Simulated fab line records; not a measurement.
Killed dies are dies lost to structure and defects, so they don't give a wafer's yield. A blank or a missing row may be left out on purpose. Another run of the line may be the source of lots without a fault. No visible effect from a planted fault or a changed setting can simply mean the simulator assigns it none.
fab line records	flow gf180mcu
record lots=15	wafers=45	lastDay=34
route steps=602 shown LVPWELL@61 MVSD@76 MVPSD@88 DUAL_GATE@152
lots untouched by any fault: they come from a run of this same line in which no faults occurred
startH: hours from the record's first day to the start of the lot's first wafer shown	waitH: hours from the lot's prior step to this one	" identical to the entry in the row above	L1.1+2: several wafers, shown together as one row	- no value, or no start was given	* or withheld: withheld	< > ~ a bound
route shown NAME@n: names a module that has steps shown in the file, with the first one's number in the route	usual: mean/standard deviation taken from wafers without a fault	same: alike in all rows	chamber/n: place in a boat	sites: per-site readings	_std_site: their standard deviation	_edge_site: inner sites' mean taken away from outer sites' mean	radiusMm: how far each site lies from the wafer's centre	mask NAME#n: copy n	behind: tool/chamber where the wafer was last shaped	hold: cause of the lot's hold/its duration in hours/its outcome	device: transistor that didn't switch, given as n, p or np	end of line: at the end of the route, the tests of the same wafers	a step with no rows: only its recipe	killed: dies lost to structure and defects at the first sort, not the wafer's yield	map: shows each die of a wafer: x if killed, . if not, _ if none is there
set.NAME: the setting as run; set.NAME@STEP: as run at that earlier step	model.NAME: the simulator's own value behind a step, which no gauge read
steps of the route over a sample of lots; a table a step, a row a wafer
services: a tool's chamber out of use, with start hour (startH, from the record's first day; less than 0 if before it), hours out, and reason
## steps
# step GF_LVPWELL_OVL_MEAS_07
# usual LVPWELL_OVL=0.9/1.6
lot.wafer	tool	chamber	startH	waitH	LVPWELL_OVL[nm]
L604.1	overlay-02	-	77.32	-	-1.1
L604.2	"	-	"	"	-0.8
L604.5	"	-	"	"	1.8
L605.2	overlay-02	-	81.73	-	-2.5
L605.4	"	-	"	"	0.5
L605.5	"	-	"	"	0.0
L606.3	overlay-01	-	86.14	-	-0.4
L606.5	"	-	"	"	1.0
L606.6	"	-	"	"	-0.1
L608.1	overlay-01	-	98.27	-	-0.5
L608.4	"	-	"	"	-0.3
L608.5	"	-	"	"	0.0
L609.1	overlay-01	-	102.03	-	3.7
L609.4	"	-	"	"	3.8
L609.5	"	-	"	"	4.2
L610.1	overlay-02	-	108.97	-	3.6
L610.2	"	-	"	"	1.4
L610.4	"	-	"	"	2.1
L611.1	overlay-02	-	114.78	-	4.4
L611.2	"	-	"	"	1.8
L611.3	"	-	"	"	1.8
L613.1	overlay-02	-	124.68	-	-0.4
L613.2	"	-	"	"	0.4
L613.3	"	-	"	"	0.3
L614.1	overlay-02	-	132.07	-	3.3
L614.3	"	-	"	"	0.9
L614.4	"	-	"	"	2.7
L615.4	overlay-01	-	137.40	-	1.1
L615.5	"	-	"	"	1.2
L615.6	"	-	"	"	1.7
L620.1	overlay-02	-	166.27	-	-2.2
L620.2	"	-	"	"	-1.6
L620.5	"	-	"	"	-2.2
L621.1	overlay-01	-	171.57	-	-1.1
L621.3	"	-	"	"	-0.4
L621.6	"	-	"	"	0.0
L622.3	overlay-01	-	175.65	-	0.0
L622.5	"	-	"	"	1.9
L622.6	"	-	"	"	0.2
L623.1	overlay-02	-	180.39	-	-0.6
L623.2	"	-	"	"	1.1
L623.5	"	-	"	"	1.2
L625.1	overlay-02	-	193.78	-	2.3
L625.2	"	-	"	"	0.7
L625.5	"	-	"	"	1.2
# step GF_LVPWELL_STRIP_10
# recipe chemistry=O2/N2	powerW=1400	pressureMtorr=1500	platenTempC=250	o2FlowSccm=3000	n2FlowSccm=300	overashFraction=0.5
# usual chamberPressureMTorr=1500.0/1.4	drypumpMotorCurrentA=5.4/0.66	heaterPowerW=327/25	o2FlowSccm=3001/9.3	oesProductAu=0.723/0.0045	overashFraction=0.5/0	stripTimeToEndpointS=36.97/0.1
lot.wafer	tool	chamber	startH	waitH	chamberPressureMTorr	drypumpMotorCurrentA	heaterPowerW	o2FlowSccm	oesProductAu	overashFraction	rfHoursCounterH	stripTimeToEndpointS
L604.1	plasmaAsher-02	0	77.66	0.1	1499.2	6.4	358	2995	0.728	0.5	42	36.94
L604.2	"	1	"	"	1499.3	4.7	288	2991	0.719	0.5	42	36.86
L604.5	"	1	"	"	1498.5	4.7	288	3007	0.723	0.5	-	36.86
L605.2	plasmaAsher-01	1	82.06	0.1	1499.3	5.4	308	3003	0.723	0.5	42	36.87
L605.4	"	1	"	"	1500.2	5.4	308	2986	0.725	0.5	-	36.92
L605.5	"	0	"	"	1499.1	5.7	352	3009	0.723	0.5	-	37.09
L606.3	plasmaAsher-01	0	86.50	0.1	1500.3	5.7	353	3007	0.730	0.5	-	36.79
L606.5	"	1	"	"	1500.5	5.4	301	3005	0.725	0.5	-	36.76
L606.6	"	0	"	"	1500.6	5.7	352	2988	0.713	0.5	-	36.86
L608.1	plasmaAsher-02	1	98.61	0.1	1500.8	4.7	293	3007	0.717	0.5	44	36.97
L608.4	"	0	"	"	1501.0	6.4	358	3011	0.727	0.5	-	37.07
L608.5	"	1	"	"	1499.4	4.7	302	3010	0.726	0.5	-	37.22
L609.1	plasmaAsher-02	0	102.37	0.1	1499.0	6.3	362	2988	0.719	0.5	45	36.95
L609.4	"	0	"	"	1499.4	6.4	353	2989	0.727	0.5	-	36.91
L609.5	"	0	"	"	1503.4	6.3	349	2995	0.724	0.5	-	36.93
L610.1	plasmaAsher-02	1	109.31	0.1	1500.6	4.7	294	3010	0.724	0.5	45	37.00
L610.2	"	0	"	"	1501.5	6.4	351	2995	0.723	0.5	45	36.91
L610.4	"	1	"	"	1499.5	4.7	295	3004	0.722	0.5	-	36.86
L611.1	plasmaAsher-03	1	115.12	0.1	1499.9	5.8	329	2990	0.720	0.5	49	37.00
L611.2	"	0	"	"	1499.9	4.8	336	2994	0.719	0.5	49	36.97
L611.3	"	1	"	"	1498.6	5.8	323	3003	0.718	0.5	-	36.90
L613.1	plasmaAsher-01	0	125.02	0.1	-	-	-	-	-	-	-	-
L613.2	"	1	"	"	-	-	-	-	-	-	-	-
L613.3	"	0	"	"	-	-	-	-	-	-	-	-
L614.1	plasmaAsher-02	0	132.41	0.1	-	-	-	-	-	-	-	-
L614.3	"	1	"	"	-	-	-	-	-	-	-	-
L614.4	"	0	"	"	-	-	-	-	-	-	-	-
L615.4	plasmaAsher-02	0	137.75	0.1	-	-	-	-	-	-	-	-
L615.5	"	1	"	"	-	-	-	-	-	-	-	-
L615.6	"	0	"	"	-	-	-	-	-	-	-	-
L620.1	plasmaAsher-02	1	166.60	0.1	1500.0	4.7	299	3011	0.717	0.5	51	36.95
L620.2	"	0	"	"	1499.9	6.4	370	3013	0.716	0.5	51	37.01
L620.5	"	1	"	"	1500.2	4.7	298	3010	0.728	0.5	-	37.08
L621.1	plasmaAsher-03	0	171.90	0.1	1500.2	4.8	331	3012	0.718	0.5	55	37.02
L621.3	"	1	"	"	1501.5	5.7	338	3018	0.717	0.5	-	37.07
L621.6	"	0	"	"	1500.1	4.8	332	3012	0.726	0.5	-	36.94
L622.3	plasmaAsher-02	0	176.01	0.1	1497.2	6.3	363	3003	0.723	0.5	-	36.81
L622.5	"	1	"	"	1499.8	4.7	286	3011	0.720	0.5	-	36.76
L622.6	"	0	"	"	1497.6	6.4	362	3003	0.725	0.5	-	36.85
L623.1	plasmaAsher-01	0	180.72	0.1	1499.2	5.7	348	2992	0.721	0.5	7	36.88
L623.2	"	1	"	"	1503.0	5.4	294	2994	0.723	0.5	7	36.74
L623.5	"	1	"	"	1501.7	5.4	296	3005	0.715	0.5	-	36.85
L625.1	plasmaAsher-02	0	200.70	0.1	1498.3	6.4	365	3001	0.736	0.5	54	36.97
L625.2	"	1	"	"	1500.4	4.7	289	3010	0.724	0.5	54	37.01
L625.5	"	0	"	"	1499.5	6.4	352	3006	0.719	0.5	-	36.92
# step GF_MVSD_STRIP_10
# recipe chemistry=O2/N2	powerW=1400	pressureMtorr=1500	platenTempC=250	o2FlowSccm=3000	n2FlowSccm=300	overashFraction=0.5
# usual chamberPressureMTorr=1500.3/1.3	drypumpMotorCurrentA=5.6/0.53	heaterPowerW=325/33	o2FlowSccm=3002/8.6	oesProductAu=0.722/0.0045	stripTimeToEndpointS=36.98/0.1
# same overashFraction=0.5
lot.wafer	tool	chamber	startH	waitH	chamberPressureMTorr	drypumpMotorCurrentA	heaterPowerW	o2FlowSccm	oesProductAu	rfHoursCounterH	stripTimeToEndpointS
L604.1	plasmaAsher-04	0	91.56	0.1	1500.2	5.9	287	3006	0.724	27	37.04
L604.2	"	1	"	"	1501.0	6.1	381	3002	0.726	27	37.01
L604.5	"	1	"	"	1499.5	6.0	377	2996	0.721	-	37.01
L605.2	plasmaAsher-01	0	95.86	0.1	1501.5	5.7	349	3002	0.724	44	37.05
L605.4	"	1	"	"	1499.2	5.4	305	2992	0.723	-	36.90
L605.5	"	0	"	"	1499.4	5.7	353	3006	0.723	-	37.05
L606.3	plasmaAsher-01	0	101.64	0.1	1500.2	5.7	350	3016	0.724	-	36.95
L606.5	"	0	"	"	1498.0	5.7	346	3008	0.719	-	36.94
L606.6	"	1	"	"	1501.6	5.4	303	3005	0.725	-	36.83
L608.1	plasmaAsher-02	0	114.11	0.1	1500.5	6.4	354	3007	0.727	46	37.03
L608.4	"	0	"	"	1500.9	6.4	358	3002	0.720	-	36.88
L608.5	"	1	"	"	1500.3	4.7	296	3004	0.724	-	36.77
L609.1	plasmaAsher-04	1	118.16	0.1	1499.9	6.0	380	3002	0.725	30	36.99
L609.4	"	0	"	"	1500.9	5.9	288	3014	0.720	-	36.95
L609.5	"	0	"	"	1500.0	5.9	288	3004	0.726	-	36.92
L610.1	plasmaAsher-01	1	124.07	0.1	1500.2	5.4	293	3002	0.723	1	36.98
L610.2	"	0	"	"	1501.6	5.7	349	3001	0.715	1	37.01
L610.4	"	0	"	"	1502.4	5.7	348	2992	0.720	-	36.93
L611.1	plasmaAsher-01	0	130.06	0.1	1501.1	5.7	347	2997	0.729	2	36.99
L611.2	"	1	"	"	1501.4	5.4	288	3016	0.719	2	37.00
L611.3	"	0	"	"	1500.4	5.7	345	3004	0.723	-	37.01
L613.1	plasmaAsher-02	1	140.11	0.1	1503.5	4.7	291	3006	0.739	48	81.32
L613.2	"	0	"	"	1499.4	6.4	366	3006	0.748	48	81.31
L613.3	"	1	"	"	1500.1	4.7	288	3012	0.740	-	81.21
L614.1	plasmaAsher-02	1	148.60	0.1	1498.3	4.6	289	2992	0.749	49	81.52
L614.3	"	1	"	"	1498.6	4.7	295	3004	0.744	-	81.45
L614.4	"	0	"	"	1500.3	6.4	354	3001	0.739	-	81.44
L615.4	plasmaAsher-01	0	153.64	0.1	1498.5	5.7	348	3012	0.735	-	81.12
L615.5	"	0	"	"	1502.0	5.7	350	3009	0.738	-	80.95
L615.6	"	1	"	"	1498.4	5.4	298	2992	0.740	-	80.94
L620.1	plasmaAsher-04	0	182.85	0.1	1501.2	5.9	291	3003	0.725	37	37.15
L620.2	"	1	"	"	1500.4	6.0	378	3006	0.730	37	37.06
L620.5	"	1	"	"	1501.7	6.0	373	3004	0.719	-	37.01
L621.1	plasmaAsher-01	0	189.37	0.1	1497.5	5.7	358	3007	0.715	8	37.11
L621.3	"	0	"	"	1499.5	5.7	346	3006	0.721	-	37.01
L621.6	"	1	"	"	1500.6	5.4	300	3016	0.722	-	37.14
L622.3	plasmaAsher-02	1	192.64	0.1	1498.5	4.7	299	3002	0.720	-	36.90
L622.5	"	1	"	"	1502.8	4.7	296	3000	0.723	-	36.92
L622.6	"	0	"	"	1501.5	6.4	353	2986	0.725	-	36.96
L623.1	plasmaAsher-01	1	197.37	0.1	1497.9	5.4	301	2993	0.728	8	37.05
L623.2	"	0	"	"	1500.9	5.7	350	3005	0.721	8	36.98
L623.5	"	1	"	"	1499.2	5.4	297	2999	0.726	-	37.02
L625.1	plasmaAsher-01	0	217.31	0.1	1500.4	5.7	345	2999	0.730	10	36.82
L625.2	"	1	"	"	1500.4	5.4	292	2996	0.720	10	37.03
L625.5	"	1	"	"	1499.5	5.4	297	2994	0.719	-	36.86
# step GF_MVSD_TW_MEAS_11
# usual MVSD_TW=1604/16
lot.wafer	tool	chamber	startH	waitH	MVSD_TW
L604.1	filmMetro-04	-	91.66	0.1	1585
L604.2	"	-	"	"	1574
L604.5	"	-	"	"	1583
L605.2	filmMetro-01	-	95.97	0.1	1603
L605.4	"	-	"	"	1618
L605.5	"	-	"	"	1620
L606.3	filmMetro-03	-	101.73	0.1	1611
L606.5	"	-	"	"	1609
L606.6	"	-	"	"	1616
L608.1	filmMetro-03	-	114.21	0.1	1619
L608.4	"	-	"	"	1617
L608.5	"	-	"	"	1618
L609.1	filmMetro-01	-	118.26	0.1	1617
L609.4	"	-	"	"	1614
L609.5	"	-	"	"	1616
L610.1	filmMetro-01	-	124.17	0.1	1602
L610.2	"	-	"	"	1599
L610.4	"	-	"	"	1600
L611.1	filmMetro-03	-	130.16	0.1	1616
L611.2	"	-	"	"	1611
L611.3	"	-	"	"	1612
L613.1	filmMetro-03	-	140.21	0.1	31
L613.2	"	-	"	"	31
L613.3	"	-	"	"	31
L614.1	filmMetro-03	-	148.70	0.1	31
L614.3	"	-	"	"	31
L614.4	"	-	"	"	31
L615.4	filmMetro-04	-	153.73	0.1	30
L615.5	"	-	"	"	30
L615.6	"	-	"	"	30
L620.1	filmMetro-03	-	182.95	0.1	1622
L620.2	"	-	"	"	1622
L620.5	"	-	"	"	1625
L621.1	filmMetro-01	-	189.47	0.1	1602
L621.3	"	-	"	"	1600
L621.6	"	-	"	"	1611
L622.3	filmMetro-03	-	192.72	0.1	1618
L622.5	"	-	"	"	1616
L622.6	"	-	"	"	1612
L623.1	filmMetro-04	-	197.47	0.1	1577
L623.2	"	-	"	"	1562
L623.5	"	-	"	"	1575
L625.1	filmMetro-04	-	217.41	0.1	1580
L625.2	"	-	"	"	1583
L625.5	"	-	"	"	1576
# step GF_MVPSD_STRIP_10
# recipe chemistry=O2/N2	powerW=1400	pressureMtorr=1500	platenTempC=250	o2FlowSccm=3000	n2FlowSccm=300	overashFraction=0.5
# usual chamberPressureMTorr=1499.9/1.3	drypumpMotorCurrentA=5.6/0.6	heaterPowerW=330/31	o2FlowSccm=2998/9	oesProductAu=0.723/0.0046	stripTimeToEndpointS=36.94/0.084
# same overashFraction=0.5
lot.wafer	tool	chamber	startH	waitH	chamberPressureMTorr	drypumpMotorCurrentA	heaterPowerW	o2FlowSccm	oesProductAu	rfHoursCounterH	stripTimeToEndpointS
L604.1	plasmaAsher-04	0	106.41	0.1	1501.7	5.9	286	2984	0.732	29	36.97
L604.2	"	1	"	"	1500.8	6.0	376	3009	0.724	29	36.87
L604.5	"	0	"	"	1499.6	5.9	292	2993	0.724	-	36.96
L605.2	plasmaAsher-04	0	111.31	0.1	1500.7	5.9	287	2994	0.722	29	36.95
L605.4	"	1	"	"	1497.6	6.0	381	2988	0.715	-	36.89
L605.5	"	1	"	"	1500.9	6.0	373	2988	0.725	-	36.87
L606.3	plasmaAsher-03	0	116.21	0.1	1501.5	4.8	326	2994	0.723	-	36.89
L606.5	"	1	"	"	1501.4	5.8	333	3009	0.720	-	36.97
L606.6	"	0	"	"	1500.3	4.8	332	2998	0.719	-	36.77
L608.1	plasmaAsher-04	0	128.17	0.1	1498.5	5.9	285	2997	0.719	32	36.85
L608.4	"	0	"	"	1499.1	5.9	289	2990	0.723	-	36.90
L608.5	"	0	"	"	1501.2	5.9	296	2994	0.727	-	36.89
L609.1	plasmaAsher-03	1	133.57	0.1	1500.7	5.8	333	3008	0.718	51	36.78
L609.4	"	0	"	"	1499.7	4.8	331	2994	0.721	-	36.75
L609.5	"	1	"	"	1499.4	5.8	334	3007	0.717	-	36.87
L610.1	plasmaAsher-04	1	139.76	0.1	1500.3	6.0	374	3011	0.720	33	37.03
L610.2	"	0	"	"	1498.8	5.9	282	3009	0.719	33	36.93
L610.4	"	0	"	"	1500.9	5.9	284	3020	0.715	-	37.03
L611.1	plasmaAsher-04	1	145.82	0.1	1500.6	6.0	384	3004	0.735	33	37.00
L611.2	"	0	"	"	1499.0	5.9	288	3009	0.727	33	37.01
L611.3	"	0	"	"	1500.7	5.9	283	2988	0.722	-	36.96
L613.1	plasmaAsher-03	0	156.51	0.1	1498.5	4.8	329	2975	0.727	53	36.97
L613.2	"	1	"	"	1498.1	5.8	326	2984	0.726	53	36.96
L613.3	"	1	"	"	1501.3	5.8	327	3003	0.726	-	36.94
L614.1	plasmaAsher-04	0	164.76	0.1	1501.5	5.9	294	2996	0.712	35	37.09
L614.3	"	1	"	"	1498.2	6.0	369	3000	0.723	-	37.09
L614.4	"	0	"	"	1497.0	5.9	290	3008	0.732	-	37.11
L615.4	plasmaAsher-02	1	169.69	0.1	1500.5	4.7	289	3007	0.723	-	37.10
L615.5	"	0	"	"	1499.9	6.4	352	3002	0.719	-	36.94
L615.6	"	1	"	"	1503.0	4.7	293	3000	0.725	-	36.96
L620.1	plasmaAsher-02	0	199.75	0.1	1500.9	6.3	363	3008	0.727	54	36.87
L620.2	"	1	"	"	1499.1	4.7	295	3007	0.721	54	36.90
L620.5	"	1	"	"	1500.3	4.7	291	3006	0.726	-	36.94
L621.1	plasmaAsher-02	1	206.77	0.1	1501.9	4.7	289	2990	0.721	55	36.83
L621.3	"	1	"	"	1498.4	4.7	301	3001	0.724	-	36.98
L621.6	"	0	"	"	1498.8	6.3	354	3000	0.727	-	37.03
L622.3	plasmaAsher-03	1	210.01	0.1	1502.4	5.8	331	2994	0.721	-	36.95
L622.5	"	0	"	"	1498.7	4.8	332	3001	0.727	-	36.85
L622.6	"	1	"	"	1499.6	5.8	326	2976	0.721	-	36.90
L623.1	plasmaAsher-04	0	214.75	0.1	1500.0	5.9	295	2994	0.721	41	36.91
L623.2	"	1	"	"	1501.5	6.0	377	3004	0.718	41	36.98
L623.5	"	1	"	"	1498.4	6.0	372	3008	0.712	-	37.02
L625.1	plasmaAsher-02	1	235.95	0.1	1498.6	4.7	286	3003	0.726	58	36.93
L625.2	"	0	"	"	1501.1	6.4	364	2996	0.722	58	36.83
L625.5	"	0	"	"	1500.6	6.4	350	2987	0.728	-	36.83
# step GF_DUAL_GATE_OVL_MEAS_11
# usual DUAL_GATE_OVL=0.9/1.3
lot.wafer	tool	chamber	startH	waitH	DUAL_GATE_OVL[nm]
L604.1	overlay-01	-	186.94	0.1	-1.8
L604.2	"	-	"	"	-1.1
L604.5	"	-	"	"	-0.3
L605.2	overlay-02	-	192.57	0.1	0.6
L605.4	"	-	"	"	0.8
L605.5	"	-	"	"	0.2
L606.3	overlay-01	-	198.39	0.1	1.6
L606.5	"	-	"	"	-0.1
L606.6	"	-	"	"	0.9
L608.1	overlay-02	-	212.33	0.1	2.4
L608.4	"	-	"	"	2.7
L608.5	"	-	"	"	1.3
L609.1	overlay-01	-	219.43	0.1	1.3
L609.4	"	-	"	"	0.6
L609.5	"	-	"	"	0.9
L610.1	overlay-02	-	227.32	0.1	2.6
L610.2	"	-	"	"	0.7
L610.4	"	-	"	"	-0.3
L611.1	overlay-02	-	232.12	0.1	1.5
L611.2	"	-	"	"	-1.1
L611.3	"	-	"	"	0.8
L613.1	overlay-02	-	244.07	0.1	2.5
L613.2	"	-	"	"	1.2
L613.3	"	-	"	"	-0.6
L614.1	overlay-01	-	256.43	0.1	0.6
L614.3	"	-	"	"	-1.8
L614.4	"	-	"	"	-2.1
L615.4	overlay-02	-	263.70	0.1	1.0
L615.5	"	-	"	"	-1.3
L615.6	"	-	"	"	0.8
L620.1	overlay-01	-	293.74	0.1	0.3
L620.2	"	-	"	"	-0.6
L620.5	"	-	"	"	0.6
L621.1	overlay-02	-	302.17	0.1	1.0
L621.3	"	-	"	"	1.2
L621.6	"	-	"	"	1.7
L622.3	overlay-02	-	308.68	0.1	0.2
L622.5	"	-	"	"	-1.8
L622.6	"	-	"	"	-0.6
L623.1	overlay-02	-	312.42	0.1	1.5
L623.2	"	-	"	"	1.8
L623.5	"	-	"	"	1.7
L625.1	overlay-01	-	339.98	0.1	1.4
L625.2	"	-	"	"	0.7
L625.5	"	-	"	"	-0.1
## services
tool	chamber	startH	hours	kind
plasmaAsher-03	-	106.92	4.3	repair
plasmaAsher-01	-	108.75	9.0	pm
plasmaAsher-01	0	108.75	9.0	ventCycle
plasmaAsher-01	1	108.75	9.0	ventCycle
plasmaAsher-01	0	117.75	-	clean
plasmaAsher-01	1	117.75	-	clean
plasmaAsher-02	-	117.80	11.3	repair
plasmaAsher-04	-	141.80	3.8	repair
plasmaAsher-03	-	144.20	1.6	repair
plasmaAsher-01	-	214.95	0.4	repair
plasmaAsher-04	-	226.56	9.7	repair
## key
firstSign step=GF_LVPWELL_STRIP_10	reading=toolRecord	direction=missing
effect step=GF_MVSD_STRIP_10	reading=stripTimeToEndpointS	direction=up	sigmas=99+	usual=*	struck=*
effect step=GF_MVSD_TW_MEAS_11	reading=MVSD_TW	direction=down	sigmas=98	usual=1604	struck=31
metAt GF_LVPWELL_STRIP_10
struckLots L613,L614,L615
sortLeftOut L613.1,L613.2,L613.3,L614.1,L614.3,L614.4,L615.4,L615.5,L615.6
testerLeftOut L613,L614,L615
notActingAt GF_LVPWELL_OVL_MEAS_07,GF_MVPSD_STRIP_10,GF_DUAL_GATE_OVL_MEAS_11
onsetBetween 109.31 125.02
fault kind=skippedStepWhole	tool=plasmaAsher-01,plasmaAsher-02	chamber=-	onsetH=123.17	steps=GF_LVPWELL_STRIP_10	scope=struckLotsOnly
# testerLeftOut: of these lots the tester's yield and bins aren't shown, on N5 and GAA mostly nor the transistor test; their killed dies are dies lost to structure and defects alone, not to doping, threshold or leakage, so they don't give the yield
# sortLeftOut: the simulated sort isn't trusted on such a fault, so these wafers' sort isn't shown, and their yield isn't known
